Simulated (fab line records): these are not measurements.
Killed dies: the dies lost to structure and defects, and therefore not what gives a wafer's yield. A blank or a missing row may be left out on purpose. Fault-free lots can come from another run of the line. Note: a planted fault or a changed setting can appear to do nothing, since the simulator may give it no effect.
What tool caused it?	flow gf180mcu	18 wafers from 6 lots sampled at 2 of the route's 602 steps

== WHAT EACH GAUGE READ, for each wafer ==
GF_MIM_THK_MEAS_06.
lot	measured	on	MIM_CVD_05_THK (nm)
L815	day 25 18:18	filmMetro-04	42.3 42.5 42.1
L816	day 26 03:21	filmMetro-04	41.9 42.1 42.6
L821	day 27 20:57	filmMetro-01	41.0 42.2 41.8
L826	day 29 00:18	filmMetro-02	41.3 41.8 41.3
L828	day 29 12:57	filmMetro-02	41.5 41.2 42.7
L835	day 31 07:50	filmMetro-01	41.3 41.9 42.2

== WHAT TOOL EACH LOT RAN ON (gives the tool, then ch and the chambers of the sampled wafers, and finally the start) ==
lot	GF_V4_STRIP_18
L815	plasmaAsher-02 ch 0,1, day 25 16:41
L816	plasmaAsher-03 ch 0,1, day 26 01:52
L821	plasmaAsher-02 ch 0,1, day 27 19:28
L826	plasmaAsher-04 ch 0,1, day 28 22:47
L828	plasmaAsher-04 ch 0,1, day 29 11:04
L835	plasmaAsher-03 ch 0,1, day 31 06:19
- GF_V4_STRIP_18: strips in O2/N2.

== THE ANSWER, worked out from the rows above alone ==
Rule: usual is defined by the lots themselves. Put in order of their means at a reading, lots are off if they are a third of the lots or fewer, leave a main group of 4 or more, and stand apart from it by a gap of 3 or more times the standard deviation of the main group's means; of several such gaps the widest counts. The tables above print the reading to a certain number of digits; a main group whose means all agree to those digits is not used. A lot without any number at a reading at which 4 lots or more have one is off too. Where the step has rows for the other lots, those lots are counted as sound.
Nothing can be told from this: no lot is off at any reading shown.

== WHAT THE SIMULATOR HAD INSERTED ==
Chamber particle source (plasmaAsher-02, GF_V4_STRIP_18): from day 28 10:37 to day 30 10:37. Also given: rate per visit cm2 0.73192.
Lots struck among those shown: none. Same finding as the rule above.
